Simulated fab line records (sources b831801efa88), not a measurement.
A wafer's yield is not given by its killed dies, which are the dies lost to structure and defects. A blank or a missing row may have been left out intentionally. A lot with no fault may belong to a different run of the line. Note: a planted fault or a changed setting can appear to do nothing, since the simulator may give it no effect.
fab line records :: flow sky130
record:
  lots: 6
  wafers: 18
  last-day: 49
route steps=708 shown NWELL@79 PWDE@84 VT_ADJUST_HVTP@85 PAD_OPEN@708
lots that met no fault: from a run of the same line without faults
start-h: the number of hours between the record's first day and the start of the first shown wafer of the lot :: wait-h: hours elapsed since this lot's preceding step :: " unchanged from the row above :: L1.1+2: a row that stands for several wafers :: - no value, or no start given :: * or withheld: withheld :: < > ~ a bound
route shown NAME@n: NAME is a module with steps in the file, n the number in the route of the first one :: usual: mean/standard deviation taken from wafers without a fault :: same: alike in all rows :: chamber/n: place in a boat :: sites: readings site by site :: _std_site: their standard deviation :: _edge_site: the outer-site mean with the inner-site mean subtracted :: radius-mm: for every site, how far away it sits from the centre of the wafer :: mask NAME#n: copy n :: behind: the last tool/chamber to shape the wafer :: hold: the reason the lot was held/the length of the hold in hours/how it ended :: device: names the non-switching transistor (n, p or np) :: end of line: the tests these same wafers got at the end of their route :: for a step that has no rows: nothing shown but its recipe :: killed: the dies lost at the first sort to structure and to defects; this is not the yield of the wafer :: map: per-die view of a wafer (x killed, . not killed, _ where there is no die)
set.NAME: the run value of the setting; set.NAME@STEP: its run value at that earlier step :: model.NAME: the simulator's own value behind a step, which no gauge read
lots at some steps of the route; a table a step, a row a wafer
== steps ==
step: SKY_NWELL_TW_MEAS_26
usual:
  NWELL_2_TW: 500/7
lot.wafer: L798.1
tool: film-metro-01
chamber: -
start-h: 99.73
wait-h: 0.1
NWELL_2_TW: 511

lot.wafer: L798.3
tool: film-metro-01
chamber: -
start-h: 99.73
wait-h: 0.1
NWELL_2_TW: 514

lot.wafer: L798.5
tool: film-metro-01
chamber: -
start-h: 99.73
wait-h: 0.1
NWELL_2_TW: 511

lot.wafer: L804.4
tool: film-metro-02
chamber: -
start-h: 138.21
wait-h: 0.1
NWELL_2_TW: 502

lot.wafer: L804.5
tool: film-metro-02
chamber: -
start-h: 138.21
wait-h: 0.1
NWELL_2_TW: 503

lot.wafer: L804.6
tool: film-metro-02
chamber: -
start-h: 138.21
wait-h: 0.1
NWELL_2_TW: 500

lot.wafer: L811.2
tool: film-metro-03
chamber: -
start-h: 179.14
wait-h: 0.1
NWELL_2_TW: 489

lot.wafer: L811.4
tool: film-metro-03
chamber: -
start-h: 179.14
wait-h: 0.1
NWELL_2_TW: 492

lot.wafer: L811.5
tool: film-metro-03
chamber: -
start-h: 179.14
wait-h: 0.1
NWELL_2_TW: 489

lot.wafer: L812.1
tool: film-metro-03
chamber: -
start-h: 188.43
wait-h: 0.1
NWELL_2_TW: 490

lot.wafer: L812.2
tool: film-metro-03
chamber: -
start-h: 188.43
wait-h: 0.1
NWELL_2_TW: 489

lot.wafer: L812.4
tool: film-metro-03
chamber: -
start-h: 188.43
wait-h: 0.1
NWELL_2_TW: 488

lot.wafer: L815.1
tool: film-metro-02
chamber: -
start-h: 216.63
wait-h: 0.1
NWELL_2_TW: 500

lot.wafer: L815.2
tool: film-metro-02
chamber: -
start-h: 216.63
wait-h: 0.1
NWELL_2_TW: 502

lot.wafer: L815.3
tool: film-metro-02
chamber: -
start-h: 216.63
wait-h: 0.1
NWELL_2_TW: 502

lot.wafer: L818.1
tool: film-metro-01
chamber: -
start-h: 224.98
wait-h: 0.1
NWELL_2_TW: 508

lot.wafer: L818.2
tool: film-metro-01
chamber: -
start-h: 224.98
wait-h: 0.1
NWELL_2_TW: 509

lot.wafer: L818.5
tool: film-metro-01
chamber: -
start-h: 224.98
wait-h: 0.1
NWELL_2_TW: 505
step: SKY_NWELL_CLEAN_27
recipe:
  chemistry: SC1/SC2
  mix: 1:4:20
  temp-c: 70
  time-s: 150
  dry: n2-spin
step: SKY_NWELL_RTA_28
recipe:
  temp-c: 1050
  time-s: 30
  idle-temp-c: 650
  ramp-up-c-per-s: 150
  ramp-down-c-per-s: 90
  ambient: N2
usual:
  lamp-power-pct: 25.30/0.055
  wafer_temp_C_max: 1054.8/0.9
lot.wafer: L798.1
tool: rtp-anneal-01
chamber: 0
start-h: 99.84
wait-h: 0.0
lamp-power-pct: 25.33
wafer_temp_C_max: 1055.8

lot.wafer: L798.3
tool: rtp-anneal-01
chamber: 0
start-h: 99.84
wait-h: 0.0
lamp-power-pct: 25.32
wafer_temp_C_max: 1054.1

lot.wafer: L798.5
tool: rtp-anneal-01
chamber: 0
start-h: 99.84
wait-h: 0.0
lamp-power-pct: 25.30
wafer_temp_C_max: 1054.9

lot.wafer: L804.4
tool: rtp-anneal-01
chamber: 0
start-h: 138.34
wait-h: 0.1
lamp-power-pct: 25.34
wafer_temp_C_max: 1054.3

lot.wafer: L804.5
tool: rtp-anneal-01
chamber: 0
start-h: 138.34
wait-h: 0.1
lamp-power-pct: 25.25
wafer_temp_C_max: 1055.5

lot.wafer: L804.6
tool: rtp-anneal-01
chamber: 0
start-h: 138.34
wait-h: 0.1
lamp-power-pct: 25.38
wafer_temp_C_max: 1053.5

lot.wafer: L811.2
tool: rtp-anneal-02
chamber: 0
start-h: 179.26
wait-h: 0.0
lamp-power-pct: 25.27
wafer_temp_C_max: 1054.6

lot.wafer: L811.4
tool: rtp-anneal-02
chamber: 0
start-h: 179.26
wait-h: 0.0
lamp-power-pct: 25.31
wafer_temp_C_max: 1054.9

lot.wafer: L811.5
tool: rtp-anneal-02
chamber: 0
start-h: 179.26
wait-h: 0.0
lamp-power-pct: 25.34
wafer_temp_C_max: 1054.7

lot.wafer: L812.1
tool: rtp-anneal-01
chamber: 0
start-h: 188.54
wait-h: 0.0
lamp-power-pct: 25.27
wafer_temp_C_max: 1057.3

lot.wafer: L812.2
tool: rtp-anneal-01
chamber: 0
start-h: 188.54
wait-h: 0.0
lamp-power-pct: 25.36
wafer_temp_C_max: 1054.8

lot.wafer: L812.4
tool: rtp-anneal-01
chamber: 0
start-h: 188.54
wait-h: 0.0
lamp-power-pct: 25.31
wafer_temp_C_max: 1052.9

lot.wafer: L815.1
tool: rtp-anneal-02
chamber: 0
start-h: 216.74
wait-h: 0.0
lamp-power-pct: 25.35
wafer_temp_C_max: 1054.4

lot.wafer: L815.2
tool: rtp-anneal-02
chamber: 0
start-h: 216.74
wait-h: 0.0
lamp-power-pct: 25.26
wafer_temp_C_max: 1055.7

lot.wafer: L815.3
tool: rtp-anneal-02
chamber: 0
start-h: 216.74
wait-h: 0.0
lamp-power-pct: 25.33
wafer_temp_C_max: 1055.1

lot.wafer: L818.1
tool: rtp-anneal-02
chamber: 0
start-h: 225.09
wait-h: 0.0
lamp-power-pct: 25.25
wafer_temp_C_max: 1055.6

lot.wafer: L818.2
tool: rtp-anneal-02
chamber: 0
start-h: 225.09
wait-h: 0.0
lamp-power-pct: 25.24
wafer_temp_C_max: 1054.8

lot.wafer: L818.5
tool: rtp-anneal-02
chamber: 0
start-h: 225.09
wait-h: 0.0
lamp-power-pct: 25.23
wafer_temp_C_max: 1054.3
step: SKY_NWELL_RS_MEAS_29
recipe:
  thk-meas-gauge: four-point-probe
usual:
  NWELL_RS: 625.0/1.7
lot.wafer: L798.1
tool: film-metro-01
chamber: -
start-h: 100.04
wait-h: 0.2
NWELL_RS[ohm/sq]: 626.1

lot.wafer: L798.3
tool: film-metro-01
chamber: -
start-h: 100.04
wait-h: 0.2
NWELL_RS[ohm/sq]: 624.1

lot.wafer: L798.5
tool: film-metro-01
chamber: -
start-h: 100.04
wait-h: 0.2
NWELL_RS[ohm/sq]: 623.5

lot.wafer: L804.4
tool: film-metro-03
chamber: -
start-h: 138.45
wait-h: 0.1
NWELL_RS[ohm/sq]: 624.7

lot.wafer: L804.5
tool: film-metro-03
chamber: -
start-h: 138.45
wait-h: 0.1
NWELL_RS[ohm/sq]: 623.5

lot.wafer: L804.6
tool: film-metro-03
chamber: -
start-h: 138.45
wait-h: 0.1
NWELL_RS[ohm/sq]: 625.6

lot.wafer: L811.2
tool: film-metro-03
chamber: -
start-h: 179.36
wait-h: 0.1
NWELL_RS[ohm/sq]: 623.2

lot.wafer: L811.4
tool: film-metro-03
chamber: -
start-h: 179.36
wait-h: 0.1
NWELL_RS[ohm/sq]: 622.6

lot.wafer: L811.5
tool: film-metro-03
chamber: -
start-h: 179.36
wait-h: 0.1
NWELL_RS[ohm/sq]: 624.4

lot.wafer: L812.1
tool: film-metro-01
chamber: -
start-h: 188.64
wait-h: 0.1
NWELL_RS[ohm/sq]: 627.6

lot.wafer: L812.2
tool: film-metro-01
chamber: -
start-h: 188.64
wait-h: 0.1
NWELL_RS[ohm/sq]: 629.0

lot.wafer: L812.4
tool: film-metro-01
chamber: -
start-h: 188.64
wait-h: 0.1
NWELL_RS[ohm/sq]: 627.9

lot.wafer: L815.1
tool: film-metro-03
chamber: -
start-h: 216.84
wait-h: 0.1
NWELL_RS[ohm/sq]: 624.6

lot.wafer: L815.2
tool: film-metro-03
chamber: -
start-h: 216.84
wait-h: 0.1
NWELL_RS[ohm/sq]: 625.6

lot.wafer: L815.3
tool: film-metro-03
chamber: -
start-h: 216.84
wait-h: 0.1
NWELL_RS[ohm/sq]: 625.4

lot.wafer: L818.1
tool: film-metro-01
chamber: -
start-h: 225.19
wait-h: 0.1
NWELL_RS[ohm/sq]: 627.7

lot.wafer: L818.2
tool: film-metro-01
chamber: -
start-h: 225.19
wait-h: 0.1
NWELL_RS[ohm/sq]: 626.0

lot.wafer: L818.5
tool: film-metro-01
chamber: -
start-h: 225.19
wait-h: 0.1
NWELL_RS[ohm/sq]: 627.0
step: SKY_NWELL_RS_MEAS_31
recipe:
  thk-meas-gauge: four-point-probe
usual:
  PWDE_RS: 5274/16
lot.wafer: L798.1
tool: film-metro-01
chamber: -
start-h: 100.28
wait-h: 0.1
PWDE_RS[ohm/sq]: 5250

lot.wafer: L798.3
tool: film-metro-01
chamber: -
start-h: 100.28
wait-h: 0.1
PWDE_RS[ohm/sq]: 5278

lot.wafer: L798.5
tool: film-metro-01
chamber: -
start-h: 100.28
wait-h: 0.1
PWDE_RS[ohm/sq]: 5255

lot.wafer: L804.4
tool: film-metro-03
chamber: -
start-h: 138.69
wait-h: 0.1
PWDE_RS[ohm/sq]: 5281

lot.wafer: L804.5
tool: film-metro-03
chamber: -
start-h: 138.69
wait-h: 0.1
PWDE_RS[ohm/sq]: 5272

lot.wafer: L804.6
tool: film-metro-03
chamber: -
start-h: 138.69
wait-h: 0.1
PWDE_RS[ohm/sq]: 5278

lot.wafer: L811.2
tool: film-metro-03
chamber: -
start-h: 179.60
wait-h: 0.1
PWDE_RS[ohm/sq]: 5281

lot.wafer: L811.4
tool: film-metro-03
chamber: -
start-h: 179.60
wait-h: 0.1
PWDE_RS[ohm/sq]: 5289

lot.wafer: L811.5
tool: film-metro-03
chamber: -
start-h: 179.60
wait-h: 0.1
PWDE_RS[ohm/sq]: 5268

lot.wafer: L812.1
tool: film-metro-01
chamber: -
start-h: 188.88
wait-h: 0.1
PWDE_RS[ohm/sq]: 5272

lot.wafer: L812.2
tool: film-metro-01
chamber: -
start-h: 188.88
wait-h: 0.1
PWDE_RS[ohm/sq]: 5265

lot.wafer: L812.4
tool: film-metro-01
chamber: -
start-h: 188.88
wait-h: 0.1
PWDE_RS[ohm/sq]: 5274

lot.wafer: L815.1
tool: film-metro-03
chamber: -
start-h: 217.08
wait-h: 0.1
PWDE_RS[ohm/sq]: 5256

lot.wafer: L815.2
tool: film-metro-03
chamber: -
start-h: 217.08
wait-h: 0.1
PWDE_RS[ohm/sq]: 5275

lot.wafer: L815.3
tool: film-metro-03
chamber: -
start-h: 217.08
wait-h: 0.1
PWDE_RS[ohm/sq]: 5254

lot.wafer: L818.1
tool: film-metro-01
chamber: -
start-h: 225.43
wait-h: 0.1
PWDE_RS[ohm/sq]: 5280

lot.wafer: L818.2
tool: film-metro-01
chamber: -
start-h: 225.43
wait-h: 0.1
PWDE_RS[ohm/sq]: 5273

lot.wafer: L818.5
tool: film-metro-01
chamber: -
start-h: 225.43
wait-h: 0.1
PWDE_RS[ohm/sq]: 5269
step: SKY_VT_ADJUST_HVTP_DEHYDRATE_00
recipe:
  temp-c: 200
  time-s: 60
step: SKY_VT_ADJUST_HVTP_HMDS_01
recipe:
  prime-time-s: 60
  prime-temp-c: 120
step: SKY_VT_ADJUST_HVTP_COAT_02
recipe:
  resist: NOVOLAK
  spin-rpm: 3000
  resist-thk-nm: 1140
step: SKY_VT_ADJUST_HVTP_SOFTBAKE_03
recipe:
  temp-c: 90
  time-s: 60
  resist: NOVOLAK
step: SKY_VT_ADJUST_HVTP_EXPOSE_04
recipe:
  mask-id: HVTPM
  na: 0.6
  source-shape: conventional
  sigma-outer: 0.6
  polarization: unpolarized
  target-cd-nm: 380
  dose-mj: 140
step: SKY_VT_ADJUST_HVTP_PEB_05
recipe:
  temp-c: withheld
  time-s: *
  resist: NOVOLAK
step: SKY_VT_ADJUST_HVTP_DEVELOP_06
recipe:
  resist: NOVOLAK
  developer: TMAH
  develop-time-s: 60
  dev-temp-c: 23
usual:
  developer-temp-C: 22.99/0.11
  exhaust-pa: 45.0/0.73
lot.wafer: L798.1
tool: litho-track-03
chamber: 0
start-h: 117.79
wait-h: 0.1
developer-temp-C: 22.81
exhaust-pa: 45.1

lot.wafer: L798.3
tool: litho-track-03
chamber: 0
start-h: 117.79
wait-h: 0.1
developer-temp-C: 22.71
exhaust-pa: 44.9

lot.wafer: L798.5
tool: litho-track-03
chamber: 0
start-h: 117.79
wait-h: 0.1
developer-temp-C: 22.84
exhaust-pa: 44.6

lot.wafer: L804.4
tool: litho-track-02
chamber: 0
start-h: 157.97
wait-h: 0.1
developer-temp-C: 23.07
exhaust-pa: 44.2

lot.wafer: L804.5
tool: litho-track-02
chamber: 0
start-h: 157.97
wait-h: 0.1
developer-temp-C: 23.06
exhaust-pa: 45.4

lot.wafer: L804.6
tool: litho-track-02
chamber: 0
start-h: 157.97
wait-h: 0.1
developer-temp-C: 23.08
exhaust-pa: 44.4

lot.wafer: L811.2
tool: litho-track-02
chamber: 0
start-h: 200.87
wait-h: 0.1
developer-temp-C: 25.41
exhaust-pa: 46.2

lot.wafer: L811.4
tool: litho-track-02
chamber: 0
start-h: 200.87
wait-h: 0.1
developer-temp-C: 25.22
exhaust-pa: 45.7

lot.wafer: L811.5
tool: litho-track-02
chamber: 0
start-h: 200.87
wait-h: 0.1
developer-temp-C: 25.11
exhaust-pa: 44.1

lot.wafer: L812.1
tool: litho-track-02
chamber: 0
start-h: 210.24
wait-h: 0.1
developer-temp-C: 25.16
exhaust-pa: 46.2

lot.wafer: L812.2
tool: litho-track-02
chamber: 0
start-h: 210.24
wait-h: 0.1
developer-temp-C: 25.21
exhaust-pa: 46.1

lot.wafer: L812.4
tool: litho-track-02
chamber: 0
start-h: 210.24
wait-h: 0.1
developer-temp-C: 25.21
exhaust-pa: 45.0

lot.wafer: L815.1
tool: litho-track-01
chamber: 0
start-h: 238.04
wait-h: 0.1
developer-temp-C: 23.04
exhaust-pa: 46.6

lot.wafer: L815.2
tool: litho-track-01
chamber: 0
start-h: 238.04
wait-h: 0.1
developer-temp-C: 23.07
exhaust-pa: 45.0

lot.wafer: L815.3
tool: litho-track-01
chamber: 0
start-h: 238.04
wait-h: 0.1
developer-temp-C: 23.04
exhaust-pa: 45.2

lot.wafer: L818.1
tool: litho-track-01
chamber: 0
start-h: 246.89
wait-h: 0.1
developer-temp-C: 23.04
exhaust-pa: 44.7

lot.wafer: L818.2
tool: litho-track-01
chamber: 0
start-h: 246.89
wait-h: 0.1
developer-temp-C: 22.91
exhaust-pa: 45.7

lot.wafer: L818.5
tool: litho-track-01
chamber: 0
start-h: 246.89
wait-h: 0.1
developer-temp-C: 22.83
exhaust-pa: 45.3
step: SKY_VT_ADJUST_HVTP_CD_MEAS_07
recipe:
  target-cd-nm: 380
usual:
  cd-nm: 379.7/2.6
lot.wafer: L798.1
tool: cd-sem-02
chamber: -
start-h: 117.94
wait-h: 0.1
cd-nm: 375.6

lot.wafer: L798.3
tool: cd-sem-02
chamber: -
start-h: 117.94
wait-h: 0.1
cd-nm: 375.4

lot.wafer: L798.5
tool: cd-sem-02
chamber: -
start-h: 117.94
wait-h: 0.1
cd-nm: 376.8

lot.wafer: L804.4
tool: cd-sem-02
chamber: -
start-h: 158.10
wait-h: 0.1
cd-nm: 377.1

lot.wafer: L804.5
tool: cd-sem-02
chamber: -
start-h: 158.10
wait-h: 0.1
cd-nm: 372.4

lot.wafer: L804.6
tool: cd-sem-02
chamber: -
start-h: 158.10
wait-h: 0.1
cd-nm: 374.1

lot.wafer: L811.2
tool: cd-sem-01
chamber: -
start-h: 201.01
wait-h: 0.1
cd-nm: 376.0

lot.wafer: L811.4
tool: cd-sem-01
chamber: -
start-h: 201.01
wait-h: 0.1
cd-nm: 374.8

lot.wafer: L811.5
tool: cd-sem-01
chamber: -
start-h: 201.01
wait-h: 0.1
cd-nm: 376.3

lot.wafer: L812.1
tool: cd-sem-01
chamber: -
start-h: 210.39
wait-h: 0.1
cd-nm: 373.9

lot.wafer: L812.2
tool: cd-sem-01
chamber: -
start-h: 210.39
wait-h: 0.1
cd-nm: 373.3

lot.wafer: L812.4
tool: cd-sem-01
chamber: -
start-h: 210.39
wait-h: 0.1
cd-nm: 377.0

lot.wafer: L815.1
tool: cd-sem-01
chamber: -
start-h: 238.19
wait-h: 0.1
cd-nm: 378.7

lot.wafer: L815.2
tool: cd-sem-01
chamber: -
start-h: 238.19
wait-h: 0.1
cd-nm: 380.6

lot.wafer: L815.3
tool: cd-sem-01
chamber: -
start-h: 238.19
wait-h: 0.1
cd-nm: 380.4

lot.wafer: L818.1
tool: cd-sem-02
chamber: -
start-h: 247.04
wait-h: 0.1
cd-nm: 380.9

lot.wafer: L818.2
tool: cd-sem-02
chamber: -
start-h: 247.04
wait-h: 0.1
cd-nm: 380.9

lot.wafer: L818.5
tool: cd-sem-02
chamber: -
start-h: 247.04
wait-h: 0.1
cd-nm: 382.2
step: SKY_PAD_OPEN_PROBE_99
usual:
  killed_at_M0_to_M3: 44/6.5
  killed_at_M4_up: 3.3/1.9
  killed-at-contacts: 23/4.7
  killed-at-front-end: 15/4.5
  killed-at-other: 0.2/0.52
  killed-dies: 86/8.9
  killed-open: 47/6.8
  killed-short: 39/6.1
same:
  gross-dies: 492
  killed-at-back-side: 0
lot.wafer: L798.1
tool: prober-01
chamber: -
start-h: 1057.63
wait-h: 0.1
killed_at_M0_to_M3: 52
killed_at_M4_up: 5
killed-at-contacts: 14
killed-at-front-end: 24
killed-at-other: 0
killed-dies: 95
killed-open: 45
killed-short: 50

lot.wafer: L798.3
tool: prober-01
chamber: -
start-h: 1057.73
wait-h: 0.2
killed_at_M0_to_M3: 50
killed_at_M4_up: 1
killed-at-contacts: 25
killed-at-front-end: 10
killed-at-other: 1
killed-dies: 87
killed-open: 38
killed-short: 49

lot.wafer: L798.5
tool: prober-01
chamber: -
start-h: 1057.83
wait-h: 0.2
killed_at_M0_to_M3: 51
killed_at_M4_up: 6
killed-at-contacts: 20
killed-at-front-end: 23
killed-at-other: 0
killed-dies: 100
killed-open: 43
killed-short: 57

lot.wafer: L804.4
tool: prober-02
chamber: -
start-h: 1106.71
wait-h: 0.2
killed_at_M0_to_M3: 51
killed_at_M4_up: 10
killed-at-contacts: 15
killed-at-front-end: 24
killed-at-other: 0
killed-dies: 100
killed-open: 51
killed-short: 49

lot.wafer: L804.5
tool: prober-02
chamber: -
start-h: 1106.76
wait-h: 0.2
killed_at_M0_to_M3: 42
killed_at_M4_up: 2
killed-at-contacts: 16
killed-at-front-end: 16
killed-at-other: 0
killed-dies: 76
killed-open: 39
killed-short: 37

lot.wafer: L804.6
tool: prober-02
chamber: -
start-h: 1106.81
wait-h: 0.2
killed_at_M0_to_M3: 50
killed_at_M4_up: 1
killed-at-contacts: 27
killed-at-front-end: 15
killed-at-other: 0
killed-dies: 93
killed-open: 53
killed-short: 40

lot.wafer: L811.2
tool: prober-02
chamber: -
start-h: 1139.19
wait-h: 0.1
killed_at_M0_to_M3: 58
killed_at_M4_up: 4
killed-at-contacts: 27
killed-at-front-end: 21
killed-at-other: 0
killed-dies: 110
killed-open: 63
killed-short: 47

lot.wafer: L811.4
tool: prober-02
chamber: -
start-h: 1139.29
wait-h: 0.2
killed_at_M0_to_M3: 58
killed_at_M4_up: 1
killed-at-contacts: 24
killed-at-front-end: 7
killed-at-other: 0
killed-dies: 90
killed-open: 49
killed-short: 41

lot.wafer: L811.5
tool: prober-02
chamber: -
start-h: 1139.34
wait-h: 0.2
killed_at_M0_to_M3: 55
killed_at_M4_up: 0
killed-at-contacts: 27
killed-at-front-end: 16
killed-at-other: 0
killed-dies: 98
killed-open: 57
killed-short: 41

lot.wafer: L812.1
tool: prober-01
chamber: -
start-h: 1144.32
wait-h: 0.1
killed_at_M0_to_M3: 39
killed_at_M4_up: 2
killed-at-contacts: 16
killed-at-front-end: 15
killed-at-other: 1
killed-dies: 73
killed-open: 48
killed-short: 25

lot.wafer: L812.2
tool: prober-01
chamber: -
start-h: 1144.37
wait-h: 0.1
killed_at_M0_to_M3: 44
killed_at_M4_up: 3
killed-at-contacts: 25
killed-at-front-end: 14
killed-at-other: 0
killed-dies: 86
killed-open: 49
killed-short: 37

lot.wafer: L812.4
tool: prober-01
chamber: -
start-h: 1144.47
wait-h: 0.2
killed_at_M0_to_M3: 47
killed_at_M4_up: 2
killed-at-contacts: 24
killed-at-front-end: 15
killed-at-other: 0
killed-dies: 88
killed-open: 49
killed-short: 39

lot.wafer: L815.1
tool: prober-02
chamber: -
start-h: 1174.67
wait-h: 0.1
killed_at_M0_to_M3: 46
killed_at_M4_up: 2
killed-at-contacts: 21
killed-at-front-end: 17
killed-at-other: 0
killed-dies: 86
killed-open: 50
killed-short: 36

lot.wafer: L815.2
tool: prober-02
chamber: -
start-h: 1174.72
wait-h: 0.1
killed_at_M0_to_M3: 43
killed_at_M4_up: 2
killed-at-contacts: 39
killed-at-front-end: 12
killed-at-other: 2
killed-dies: 98
killed-open: 44
killed-short: 54

lot.wafer: L815.3
tool: prober-02
chamber: -
start-h: 1174.77
wait-h: 0.2
killed_at_M0_to_M3: 31
killed_at_M4_up: 1
killed-at-contacts: 32
killed-at-front-end: 15
killed-at-other: 0
killed-dies: 79
killed-open: 46
killed-short: 33

lot.wafer: L818.1
tool: prober-02
chamber: -
start-h: 1180.46
wait-h: 0.1
killed_at_M0_to_M3: 39
killed_at_M4_up: 5
killed-at-contacts: 28
killed-at-front-end: 9
killed-at-other: 0
killed-dies: 81
killed-open: 44
killed-short: 37

lot.wafer: L818.2
tool: prober-02
chamber: -
start-h: 1180.51
wait-h: 0.1
killed_at_M0_to_M3: 43
killed_at_M4_up: 4
killed-at-contacts: 28
killed-at-front-end: 15
killed-at-other: 0
killed-dies: 90
killed-open: 52
killed-short: 38

lot.wafer: L818.5
tool: prober-02
chamber: -
start-h: 1180.66
wait-h: 0.2
killed_at_M0_to_M3: 45
killed_at_M4_up: 5
killed-at-contacts: 24
killed-at-front-end: 13
killed-at-other: 0
killed-dies: 87
killed-open: 44
killed-short: 43
killed by level:class
L798.1 VIA1:geometric-particle:open=15 VIA1:geometric-particle:short=10 METAL2:geometric-particle:short=6 POLY_GATE:geometric-particle:short=5 POLY_GATE:geometric-particle:open=5 VIA3:geometric-particle:open=5 LOCAL_INTERCONNECT:geometric-particle:short=5 VIA2:geometric-particle:open=5
L798.3 VIA1:geometric-particle:open=10 LI_CONTACT:geometric-particle:open=8 VIA1:geometric-particle:short=8 VIA2:geometric-particle:short=6 VIA2:geometric-particle:open=6 VIA3:geometric-particle:short=5 LOCAL_INTERCONNECT:geometric-particle:short=5 CONTACT:geometric-particle:short=5
L798.5 FIELD_ISO:geometric-particle:short=10 VIA1:geometric-particle:short=10 VIA1:geometric-particle:open=10 VIA3:geometric-particle:open=8 METAL1:geometric-particle:short=7 CONTACT:geometric-particle:open=7 FIELD_ISO:geometric-particle:open=6 METAL4:geometric-particle:short=6
L804.4 VIA1:geometric-particle:open=11 VIA3:geometric-particle:open=10 METAL4:geometric-particle:short=8 FIELD_ISO:geometric-particle:open=8 METAL2:geometric-particle:short=8 CONTACT:geometric-particle:short=6 VIA1:geometric-particle:short=6 POLY_GATE:geometric-particle:open=5
L804.5 VIA1:geometric-particle:open=14 VIA3:geometric-particle:open=7 FIELD_ISO:geometric-particle:short=6 CONTACT:geometric-particle:open=6 METAL2:geometric-particle:short=5 LOCAL_INTERCONNECT:geometric-particle:short=5 CONTACT:geometric-particle:short=5 VIA2:geometric-particle:open=5
L804.6 CONTACT:geometric-particle:open=13 VIA1:geometric-particle:open=10 VIA1:geometric-particle:short=9 CONTACT:geometric-particle:short=6 VIA3:geometric-particle:open=6 METAL2:geometric-particle:short=6 POLY_GATE:geometric-particle:short=5 FIELD_ISO:geometric-particle:open=4
L811.2 VIA2:geometric-particle:open=12 VIA1:geometric-particle:open=11 VIA3:geometric-particle:open=9 CONTACT:geometric-particle:open=8 LI_CONTACT:geometric-particle:open=7 POLY_GATE:geometric-particle:open=6 CONTACT:geometric-particle:short=6 METAL1:geometric-particle:short=6
L811.4 VIA2:geometric-particle:open=12 VIA1:geometric-particle:open=11 CONTACT:geometric-particle:open=9 METAL2:geometric-particle:short=9 VIA3:geometric-particle:open=6 VIA3:geometric-particle:short=6 LI_CONTACT:geometric-particle:open=5 CONTACT:geometric-particle:short=4
L811.5 VIA1:geometric-particle:open=15 LI_CONTACT:geometric-particle:open=12 METAL2:geometric-particle:short=9 VIA2:geometric-particle:open=9 VIA3:geometric-particle:open=7 CONTACT:geometric-particle:short=6 FIELD_ISO:geometric-particle:short=5 METAL1:geometric-particle:short=5
L812.1 VIA1:geometric-particle:open=10 LI_CONTACT:geometric-particle:open=8 VIA2:geometric-particle:open=7 VIA3:geometric-particle:open=7 METAL1:geometric-particle:short=5 CONTACT:geometric-particle:open=4 FIELD_ISO:geometric-particle:open=3 FIELD_ISO:geometric-particle:short=3
L812.2 VIA2:geometric-particle:open=10 CONTACT:geometric-particle:open=8 VIA3:geometric-particle:open=8 LI_CONTACT:geometric-particle:open=7 VIA1:geometric-particle:open=6 METAL1:geometric-particle:short=6 CONTACT:geometric-particle:short=5 POLY_GATE:geometric-particle:open=4
L812.4 VIA3:geometric-particle:open=9 VIA2:geometric-particle:open=9 CONTACT:geometric-particle:open=7 METAL1:geometric-particle:short=7 METAL2:geometric-particle:short=7 LOCAL_INTERCONNECT:geometric-particle:short=6 LI_CONTACT:geometric-particle:open=6 VIA1:geometric-particle:open=5
L815.1 VIA1:geometric-particle:open=9 VIA2:geometric-particle:open=9 VIA3:geometric-particle:open=7 VIA1:geometric-particle:short=7 CONTACT:geometric-particle:open=6 LI_CONTACT:geometric-particle:short=5 LI_CONTACT:geometric-particle:open=5 METAL1:geometric-particle:short=5
L815.2 CONTACT:geometric-particle:open=15 LI_CONTACT:geometric-particle:open=8 METAL2:geometric-particle:short=8 CONTACT:geometric-particle:short=7 METAL1:geometric-particle:short=6 LOCAL_INTERCONNECT:geometric-particle:short=6 VIA3:geometric-particle:short=6 VIA1:geometric-particle:open=6
L815.3 LI_CONTACT:geometric-particle:open=13 CONTACT:geometric-particle:open=11 VIA1:geometric-particle:open=5 FIELD_ISO:geometric-particle:open=4 POLY_GATE:geometric-particle:short=4 METAL2:geometric-particle:short=4 METAL1:geometric-particle:short=4 FIELD_ISO:geometric-particle:short=3
L818.1 CONTACT:geometric-particle:open=10 VIA3:geometric-particle:open=9 CONTACT:geometric-particle:short=9 VIA1:geometric-particle:short=7 VIA1:geometric-particle:open=5 POLY_GATE:geometric-particle:open=4 LI_CONTACT:geometric-particle:open=4 VIA2:geometric-particle:open=4
L818.2 VIA1:geometric-particle:open=12 LI_CONTACT:geometric-particle:open=11 CONTACT:geometric-particle:open=7 VIA2:geometric-particle:open=7 VIA1:geometric-particle:short=6 LOCAL_INTERCONNECT:geometric-particle:short=5 VIA3:geometric-particle:open=5 POLY_GATE:geometric-particle:short=4
L818.5 VIA1:geometric-particle:open=10 CONTACT:geometric-particle:open=8 VIA3:geometric-particle:open=6 LOCAL_INTERCONNECT:geometric-particle:short=5 METAL3:geometric-particle:short=5 VIA1:geometric-particle:short=5 METAL2:geometric-particle:short=5 METAL4:geometric-particle:short=4
== key ==
first-sign:
  step: SKY_VT_ADJUST_HVTP_DEVELOP_06
  reading: developer-temp-C
  direction: up
  sigmas: 21
  usual: *
  struck: *
effect:
  step: SKY_VT_ADJUST_HVTP_CD_MEAS_07
  reading: cd-nm
  direction: down
  sigmas: 1.8
  usual: 379.7
  struck: 375.2
met-at SKY_VT_ADJUST_HVTP_DEVELOP_06
struck-wafers L811.2,L811.4,L811.5,L812.1,L812.2,L812.4
tester-left-out L811,L812
onset-between 157.97 200.87
fault:
  kind: process-parameter-drift
  tool: litho-track-02
  chamber: -
  onset-h: 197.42
  steps: SKY_VT_ADJUST_HVTP_DEVELOP_06
  channel: dev-temp-c
  offset: *
  shape: step
  end-h: 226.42
  acts-in: *
  stated: *
tester-left-out: of these lots the tester's yield and bins aren't shown, on N5 and GAA mostly nor the transistor test; their killed dies are dies lost to structure and defects alone, not to doping, threshold or leakage, so they don't give the yield
